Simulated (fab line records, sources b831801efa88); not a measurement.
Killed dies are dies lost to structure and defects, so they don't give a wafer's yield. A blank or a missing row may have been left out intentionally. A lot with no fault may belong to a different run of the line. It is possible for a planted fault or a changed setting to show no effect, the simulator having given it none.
fab line records + flow sky130
record
- lots=11
- wafers=33
- lastDay=50
route steps=708 shown CAP2M@605 METAL4@632 PASSIVATION@681 PAD_OPEN@708
lots with no fault: from the same line, run without faults
startH: hours from the record's first day to the start of the lot's first wafer shown + waitH: time in hours since the lot's previous step + " same as the row above + L1.1+2: one row covering several wafers at once + - no value, or no start was given + * or withheld: withheld + < > ~ a bound
route shown NAME@n: NAME is a module with steps in the file, n the number in the route of the first one + usual: the fault-free wafers' mean and standard deviation + same: alike in all rows + chamber/n: place in a boat + sites: the reading at each site + _std_site: standard deviation across them + _edge_site: inner sites' mean taken away from outer sites' mean + radiusMm: how far each site lies from the wafer's centre + mask NAME#n: copy n + behind: the tool/chamber that last shaped the wafer + hold: reason for holding the lot/hours on hold/outcome of the hold + device: names the non-switching transistor (n, p or np) + end of line: the tests these same wafers got at the end of their route + a step given without rows: its recipe and nothing more + killed: the dies lost at the first sort to structure and to defects; this is not the yield of the wafer + map: per-die view of a wafer (x killed, . not killed, _ where there is no die)
set.NAME: setting as actually run; set.NAME@STEP: the setting as run at that earlier step + model.NAME: the simulator's own value behind a step, which no gauge read
the route's steps for a sample of lots (tables are steps, rows are wafers)
services: the hour from which a tool's chamber was out of use, counted from the record's first day as startH (under 0 if before that day), plus the number of hours and why
## steps
# step SKY_CAP2M_SPUTTER_02
# recipe
- material=TiN
- targetThkNm=200
- tempC=300
- powerW=6500
- timeS=166.7
- chamberPressurePa=0.4
# usual
- throttleValvePct=30.2/0.97
| lot.wafer | tool          | chamber | startH  | waitH | throttleValvePct |
|-----------|---------------|---------|---------|-------|------------------|
| L565.2    | pvdSputter-03 | -       | 941.38  | 0.0   | 29.4             |
| L565.3    | "             | -       | "       | "     | 31.3             |
| L565.6    | "             | -       | "       | "     | 29.7             |
| L568.2    | pvdSputter-03 | -       | 963.33  | 0.0   | 29.3             |
| L568.4    | "             | -       | "       | "     | 31.0             |
| L568.5    | "             | -       | "       | "     | 31.2             |
| L569.1    | pvdSputter-03 | -       | 966.90  | 0.1   | 29.6             |
| L569.2    | "             | -       | "       | "     | 31.1             |
| L569.5    | "             | -       | "       | "     | 29.5             |
| L570.2    | pvdSputter-04 | -       | 974.78  | 0.0   | 30.8             |
| L570.5    | "             | -       | "       | "     | 30.9             |
| L570.6    | "             | -       | "       | "     | 30.2             |
| L573.1    | pvdSputter-04 | -       | 992.92  | 0.1   | 29.6             |
| L573.2    | "             | -       | "       | "     | 30.1             |
| L573.4    | "             | -       | "       | "     | 31.7             |
| L577.2    | pvdSputter-02 | -       | 1018.13 | 0.0   | 27.9             |
| L577.4    | "             | -       | "       | "     | 30.9             |
| L577.6    | "             | -       | "       | "     | 27.7             |
| L580.2    | pvdSputter-02 | -       | 1030.42 | 0.0   | 28.7             |
| L580.4    | "             | -       | "       | "     | 27.8             |
| L580.5    | "             | -       | "       | "     | 27.8             |
| L581.3    | pvdSputter-03 | -       | 1057.45 | 0.0   | 31.2             |
| L581.4    | "             | -       | "       | "     | 29.6             |
| L581.6    | "             | -       | "       | "     | 31.0             |
| L582.1    | pvdSputter-04 | -       | 1057.63 | 0.1   | 31.0             |
| L582.2    | "             | -       | "       | "     | 31.8             |
| L582.5    | "             | -       | "       | "     | 31.4             |
| L587.2    | pvdSputter-04 | -       | 1074.84 | 0.0   | 31.4             |
| L587.3    | "             | -       | "       | "     | 30.7             |
| L587.5    | "             | -       | "       | "     | 31.6             |
| L588.1    | pvdSputter-03 | -       | 1076.31 | 0.1   | 31.0             |
| L588.3    | "             | -       | "       | "     | 30.7             |
| L588.6    | "             | -       | "       | "     | 31.3             |
# step SKY_CAP2M_METAL_ETCH_13
# recipe
- targetDepthNm=220
- stopOn=SiO2
- chemistry=Cl2/BCl3
- target=TiN
- pressureMtorr=10
- icpW=900
- biasW=48.5
- Cl2_flow_sccm=60
- bcl3FlowSccm=30
- timeS=62.9
# usual
- drypumpMotorCurrentA=5.77/0.23
- mfcCl2Sccm=60.00/0.19
- oesProductAu=0.941/0.0059
- throttleValvePct=21.902/0.0094
| lot.wafer | tool        | chamber | startH  | waitH | drypumpMotorCurrentA | mfcCl2Sccm | oesProductAu | rfHoursCounterH | throttleValvePct |
|-----------|-------------|---------|---------|-------|----------------------|------------|--------------|-----------------|------------------|
| L565.2    | rieMetal-02 | 0       | 965.61  | 0.0   | 5.70                 | 60.42      | 0.943        | 6               | 21.893           |
| L565.3    | "           | 1       | "       | "     | 5.68                 | 59.75      | 0.953        | -               | 21.887           |
| L565.6    | "           | 1       | "       | "     | 5.66                 | 59.53      | 0.954        | -               | 21.896           |
| L568.2    | rieMetal-03 | 1       | 988.11  | 0.0   | 5.86                 | 59.90      | 0.942        | 10              | 21.911           |
| L568.4    | "           | 1       | "       | "     | 5.84                 | 60.38      | 0.943        | -               | 21.909           |
| L568.5    | "           | 1       | "       | "     | 5.85                 | 59.82      | 0.947        | -               | 21.889           |
| L569.1    | rieMetal-02 | 0       | 991.34  | 0.0   | 5.71                 | 59.97      | 0.943        | 7               | 21.889           |
| L569.2    | "           | 1       | "       | "     | 5.66                 | 60.03      | 0.947        | 5               | 21.902           |
| L569.5    | "           | 1       | "       | "     | 5.65                 | 59.71      | 0.952        | -               | 21.900           |
| L570.2    | rieMetal-01 | 0       | 998.39  | 0.0   | 6.13                 | 60.27      | 0.936        | 6               | 21.897           |
| L570.5    | "           | 0       | "       | "     | 6.13                 | 60.23      | 0.936        | -               | 21.902           |
| L570.6    | "           | 1       | "       | "     | 5.49                 | 60.19      | 0.942        | -               | 21.905           |
| L573.1    | rieMetal-01 | 1       | 1016.09 | 0.0   | 5.52                 | 60.10      | 0.945        | 4               | 21.911           |
| L573.2    | "           | 0       | "       | "     | 6.15                 | 60.08      | 0.951        | 8               | 21.890           |
| L573.4    | "           | 0       | "       | "     | 6.11                 | 60.12      | 0.946        | -               | 21.909           |
| L577.2    | rieMetal-03 | 1       | 1041.34 | 0.0   | 5.86                 | 60.00      | 0.946        | 13              | 21.907           |
| L577.4    | "           | 1       | "       | "     | 5.86                 | 60.11      | 0.940        | -               | 21.904           |
| L577.6    | "           | 1       | "       | "     | 5.86                 | 60.06      | 0.934        | -               | 21.894           |
| L580.2    | rieMetal-02 | 0       | 1052.79 | 0.0   | 5.69                 | 59.97      | 0.942        | 11              | 21.899           |
| L580.4    | "           | 1       | "       | "     | 5.66                 | 60.02      | 0.942        | -               | 21.898           |
| L580.5    | "           | 1       | "       | "     | 5.67                 | 60.13      | 0.945        | -               | 21.903           |
| L581.3    | rieMetal-01 | 1       | 1079.36 | 0.0   | 5.48                 | 59.98      | 0.937        | -               | 21.907           |
| L581.4    | "           | 0       | "       | "     | 6.13                 | 60.14      | 0.945        | -               | 21.916           |
| L581.6    | "           | 1       | "       | "     | 5.48                 | 60.16      | 0.933        | -               | 21.897           |
| L582.1    | rieMetal-02 | 0       | 1079.44 | 0.0   | 5.70                 | 59.76      | 0.937        | 13              | 21.903           |
| L582.2    | "           | 1       | "       | "     | 5.65                 | 60.28      | 0.927        | 11              | 21.905           |
| L582.5    | "           | 1       | "       | "     | 5.67                 | 59.89      | 0.926        | -               | 21.918           |
| L587.2    | rieMetal-01 | 0       | 1095.89 | 0.0   | 6.14                 | 59.92      | 0.934        | 13              | 21.891           |
| L587.3    | "           | 0       | "       | "     | 6.11                 | 59.89      | 0.946        | -               | 21.895           |
| L587.5    | "           | 0       | "       | "     | 6.10                 | 59.89      | 0.936        | -               | 21.896           |
| L588.1    | rieMetal-01 | 1       | 1097.81 | 0.0   | 5.50                 | 59.77      | 0.946        | 9               | 21.897           |
| L588.3    | "           | 0       | "       | "     | 6.14                 | 59.92      | 0.946        | -               | 21.896           |
| L588.6    | "           | 1       | "       | "     | 5.51                 | 60.18      | 0.947        | -               | 21.882           |
# step SKY_METAL4_ETCH_16
# recipe
- chemistry=N2/H2
- target=BARC
- ionEnergyEv=200
- biasW=100
- pressureMtorr=30
- n2FlowSccm=100
- h2FlowSccm=200
- icpW=500
- stopOn=SiO2
- timeS=88.2
- targetDepthA=600
# usual
- drypumpMotorCurrentA=5.76/0.18
- n2FlowSccm=100.0/0.3
- oesProductAu=0.626/0.0049
- throttleValvePct=13.206/0.0082
| lot.wafer | tool        | chamber | startH  | waitH | drypumpMotorCurrentA | n2FlowSccm | oesProductAu | rfHoursCounterH | throttleValvePct |
|-----------|-------------|---------|---------|-------|----------------------|------------|--------------|-----------------|------------------|
| L565.2    | rieMetal-03 | 1       | 990.54  | 0.0   | 5.89                 | 99.9       | 0.639        | 10              | 13.217           |
| L565.3    | "           | 1       | "       | "     | 5.87                 | 99.8       | 0.625        | -               | 13.202           |
| L565.6    | "           | 0       | "       | "     | 6.02                 | 100.3      | 0.629        | -               | 13.203           |
| L568.2    | rieMetal-03 | 0       | 1012.05 | 0.0   | 6.02                 | 99.9       | 0.627        | 8               | 13.196           |
| L568.4    | "           | 0       | "       | "     | 5.99                 | 100.0      | 0.633        | -               | 13.202           |
| L568.5    | "           | 1       | "       | "     | 5.86                 | 99.7       | 0.620        | -               | 13.209           |
| L569.1    | rieMetal-04 | 0       | 1014.59 | 0.0   | 5.43                 | 100.0      | 0.625        | 19              | 13.207           |
| L569.2    | "           | 1       | "       | "     | 5.83                 | 100.1      | 0.625        | 7               | 13.210           |
| L569.5    | "           | 0       | "       | "     | 5.40                 | 100.5      | 0.626        | -               | 13.211           |
| L570.2    | rieMetal-02 | 1       | 1022.44 | 0.0   | 5.65                 | 99.9       | 0.617        | 7               | 13.203           |
| L570.5    | "           | 1       | "       | "     | 5.66                 | 100.2      | 0.626        | -               | 13.203           |
| L570.6    | "           | 0       | "       | "     | 5.69                 | 100.2      | 0.629        | -               | 13.200           |
| L573.1    | rieMetal-02 | 1       | 1040.09 | 0.0   | 5.66                 | 99.4       | 0.621        | 8               | 13.205           |
| L573.2    | "           | 0       | "       | "     | 5.72                 | 99.3       | 0.622        | 10              | 13.195           |
| L573.4    | "           | 0       | "       | "     | 5.69                 | 99.6       | 0.622        | -               | 13.205           |
| L577.2    | rieMetal-03 | 1       | 1064.15 | 0.0   | 5.89                 | 99.9       | 0.624        | 14              | 13.206           |
| L577.4    | "           | 1       | "       | "     | 5.85                 | 100.3      | 0.623        | -               | 13.208           |
| L577.6    | "           | 0       | "       | "     | 6.02                 | 100.1      | 0.632        | -               | 13.214           |
| L580.2    | rieMetal-03 | 0       | 1075.04 | 0.0   | 6.02                 | 100.1      | 0.631        | 11              | 13.196           |
| L580.4    | "           | 1       | "       | "     | 5.84                 | 100.4      | 0.625        | -               | 13.221           |
| L580.5    | "           | 1       | "       | "     | 5.87                 | 99.9       | 0.625        | -               | 13.208           |
| L581.3    | rieMetal-04 | 1       | 1101.28 | 0.0   | 5.82                 | 99.5       | 0.621        | -               | 13.196           |
| L581.4    | "           | 0       | "       | "     | 5.39                 | 99.9       | 0.624        | -               | 13.219           |
| L581.6    | "           | 1       | "       | "     | 5.84                 | 99.6       | 0.618        | -               | 13.207           |
| L582.1    | rieMetal-04 | 0       | 1101.94 | 0.0   | 5.38                 | 99.5       | 0.626        | 26              | 13.195           |
| L582.2    | "           | 1       | "       | "     | 5.81                 | 99.9       | 0.627        | 14              | 13.200           |
| L582.5    | "           | 0       | "       | "     | 5.38                 | 99.8       | 0.620        | -               | 13.214           |
| L587.2    | rieMetal-02 | 1       | 1117.44 | 0.0   | 5.71                 | 100.3      | 0.624        | 14              | 13.205           |
| L587.3    | "           | 0       | "       | "     | 5.71                 | 100.2      | 0.625        | -               | 13.214           |
| L587.5    | "           | 0       | "       | "     | 5.71                 | 100.0      | 0.626        | -               | 13.205           |
| L588.1    | rieMetal-02 | 1       | 1118.75 | 0.0   | 5.67                 | 100.3      | 0.623        | 14              | 13.204           |
| L588.3    | "           | 0       | "       | "     | 5.70                 | 100.2      | 0.632        | -               | 13.206           |
| L588.6    | "           | 1       | "       | "     | 5.66                 | 100.1      | 0.633        | -               | 13.199           |
# step SKY_PASSIVATION_CVD_00
# recipe
- material=SiO2
- targetThkNm=90
- tempC=400
- timeS=withheld
- rfW=600
# usual
- heaterPowerOuterW=380/78
- heaterPowerW=674/120
| lot.wafer | tool     | chamber | startH  | waitH | heaterPowerOuterW | heaterPowerW |
|-----------|----------|---------|---------|-------|-------------------|--------------|
| L565.2    | pecvd-01 | 0       | 1040.08 | 0.0   | 492               | 830          |
| L565.3    | "        | 1       | "       | "     | 390               | 689          |
| L565.6    | "        | 0       | "       | "     | 500               | 780          |
| L568.2    | pecvd-01 | 0       | 1060.95 | 0.0   | 500               | 826          |
| L568.4    | "        | 0       | "       | "     | 501               | 831          |
| L568.5    | "        | 1       | "       | "     | 425               | 779          |
| L569.1    | pecvd-03 | 2       | 1063.98 | 0.0   | 358               | 644          |
| L569.2    | "        | 1       | "       | "     | 348               | 645          |
| L569.5    | "        | 1       | "       | "     | 349               | 639          |
| L570.2    | pecvd-04 | 0       | 1070.22 | 0.0   | 388               | 763          |
| L570.5    | "        | 2       | "       | "     | 418               | 739          |
| L570.6    | "        | 1       | "       | "     | 287               | 534          |
| L573.1    | pecvd-04 | 1       | 1086.72 | 0.0   | 247               | 473          |
| L573.2    | "        | 2       | "       | "     | 443               | 782          |
| L573.4    | "        | 1       | "       | "     | 245               | 471          |
| L577.2    | pecvd-03 | 0       | 1109.89 | 0.0   | 304               | 508          |
| L577.4    | "        | 1       | "       | "     | 323               | 631          |
| L577.6    | "        | 2       | "       | "     | 339               | 618          |
| L580.2    | pecvd-01 | 0       | 1121.01 | 0.0   | 522               | 853          |
| L580.4    | "        | 1       | "       | "     | 489               | 834          |
| L580.5    | "        | 0       | "       | "     | 531               | 857          |
| L581.3    | pecvd-03 | 2       | 1143.94 | 0.0   | -                 | -            |
| L581.4    | "        | 2       | "       | "     | -                 | -            |
| L581.6    | "        | 1       | "       | "     | -                 | -            |
| L582.1    | pecvd-04 | 1       | 1144.41 | 0.0   | -                 | -            |
| L582.2    | "        | 0       | "       | "     | -                 | -            |
| L582.5    | "        | 2       | "       | "     | -                 | -            |
| L587.2    | pecvd-03 | 2       | 1158.18 | 0.0   | 382               | 675          |
| L587.3    | "        | 0       | "       | "     | 320               | 516          |
| L587.5    | "        | 1       | "       | "     | 278               | 528          |
| L588.1    | pecvd-01 | 1       | 1159.91 | 0.0   | 454               | 772          |
| L588.3    | "        | 0       | "       | "     | 525               | 844          |
| L588.6    | "        | 0       | "       | "     | 531               | 846          |
# step SKY_PAD_OPEN_PROBE_99
# usual
- defectLimitedYield=82.6/1.9
- killed_at_M0_to_M3=43/7.1
- killed_at_M4_up=3.0/1.6
- killedAtContacts=24/5.3
- killedAtFrontEnd=16/4.1
- killedAtOther=0.5/0.82
- killedDies=86/9.4
- killedOpen=46/6.9
- killedShort=39/6.5
- sort_bin_3_pad_short=0.9/0.45
- sort_bin_5_function=10.3/1.5
- sort_bin_6_memory=6.2/1.1
- sortNPass=406/9.4
- sortYieldPct=82.6/1.9
# same
- grossDies=492
- killedAtBackSide=0
- sort_bin_4_leakage[%]=0
- sort_bin_8_speed[%]=0
| lot.wafer | tool      | chamber | startH  | waitH | defectLimitedYield[%] | killed_at_M0_to_M3 | killed_at_M4_up | killedAtContacts | killedAtFrontEnd | killedAtOther | killedDies | killedOpen | killedShort | sort_bin_3_pad_short[%] | sort_bin_5_function[%] | sort_bin_6_memory[%] | sortNPass | sortYieldPct[%] |
|-----------|-----------|---------|---------|-------|-----------------------|--------------------|-----------------|------------------|------------------|---------------|------------|------------|-------------|-------------------------|------------------------|----------------------|-----------|-----------------|
| L582.1    | prober-02 | -       | 1181.52 | 0.1   | 83.7                  | 45                 | 2               | 16               | 17               | 0             | 80         | 38         | 42          | 0.4                     | 8.3                    | 7.5                  | 412       | 83.7            |
| L582.2    | prober-02 | -       | 1181.57 | 0.1   | 77.6                  | 57                 | 3               | 35               | 15               | 0             | 110        | 57         | 53          | 0.4                     | 11.8                   | 10.2                 | 382       | 77.6            |
| L582.5    | prober-02 | -       | 1181.72 | 0.2   | 81.5                  | 44                 | 5               | 24               | 18               | 0             | 91         | 43         | 48          | 1.2                     | 10.2                   | 7.1                  | 401       | 81.5            |
# killed by level:class
L582.1 VIA1:geometricParticle:short=8 VIA1:geometricParticle:open=7 METAL2:geometricParticle:short=6 VIA2:geometricParticle:open=6 CONTACT:geometricParticle:open=5 METAL1:geometricParticle:short=5 LI_CONTACT:geometricParticle:open=4 VIA3:geometricParticle:open=4
L582.2 CONTACT:geometricParticle:open=15 VIA1:geometricParticle:open=11 VIA3:geometricParticle:open=10 LI_CONTACT:geometricParticle:open=9 VIA1:geometricParticle:short=9 METAL1:geometricParticle:short=7 FIELD_ISO:geometricParticle:short=6 CONTACT:geometricParticle:short=5
L582.5 VIA1:geometricParticle:open=11 METAL2:geometricParticle:short=10 CONTACT:geometricParticle:short=7 CONTACT:geometricParticle:open=6 POLY_GATE:geometricParticle:open=5 POLY_GATE:geometricParticle:short=5 LI_CONTACT:geometricParticle:open=5 LOCAL_INTERCONNECT:geometricParticle:short=4
## services
| tool          | chamber | startH  | hours | kind   |
|---------------|---------|---------|-------|--------|
| pecvd-04      | -       | 921.70  | 2.4   | repair |
| pecvd-03      | -       | 932.70  | 2.1   | repair |
| rieMetal-01   | -       | 937.59  | 0.2   | repair |
| rieMetal-04   | -       | 942.68  | 8.9   | repair |
| rieMetal-02   | 1       | 946.45  | 3.9   | repair |
| rieMetal-02   | -       | 948.80  | 4.3   | pm     |
| rieMetal-02   | 0       | 962.05  | 2.9   | repair |
| pvdSputter-02 | -       | 963.74  | 3.7   | repair |
| pecvd-01      | 1       | 968.87  | 29.5  | repair |
| pecvd-01      | 2       | 978.82  | 18.8  | repair |
| pecvd-01      | -       | 979.02  | 0.6   | repair |
| pecvd-03      | 2       | 981.35  | 4.4   | repair |
| pecvd-04      | -       | 1003.47 | 0.9   | repair |
| pecvd-04      | 2       | 1004.24 | 4.9   | repair |
| rieMetal-03   | -       | 1008.49 | 0.6   | repair |
| pvdSputter-03 | -       | 1013.09 | 3.5   | repair |
| pecvd-03      | -       | 1020.17 | 14.6  | pm     |
| rieMetal-03   | -       | 1047.00 | 14.6  | pm     |
| rieMetal-04   | 0       | 1063.94 | 3.7   | repair |
| pecvd-01      | -       | 1073.23 | 6.0   | pm     |
| rieMetal-03   | -       | 1096.45 | 0.6   | repair |
| pvdSputter-04 | -       | 1122.43 | 0.6   | repair |
| rieMetal-02   | -       | 1137.21 | 0.5   | repair |
| pecvd-03      | -       | 1139.03 | 2.9   | repair |
## key
firstSign
- step=SKY_PASSIVATION_CVD_00
- reading=toolRecord
- direction=missing
effect none on later readings
metAt SKY_PASSIVATION_CVD_00
struckLots L581,L582
notActingAt SKY_CAP2M_SPUTTER_02,SKY_CAP2M_METAL_ETCH_13,SKY_METAL4_ETCH_16
onsetBetween 1109.89 1143.94
fault
- kind=skippedStepWhole
- tool=pecvd-03,pecvd-04
- chamber=-
- onsetH=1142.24
- steps=SKY_PASSIVATION_CVD_00
- scope=struckLotsOnly
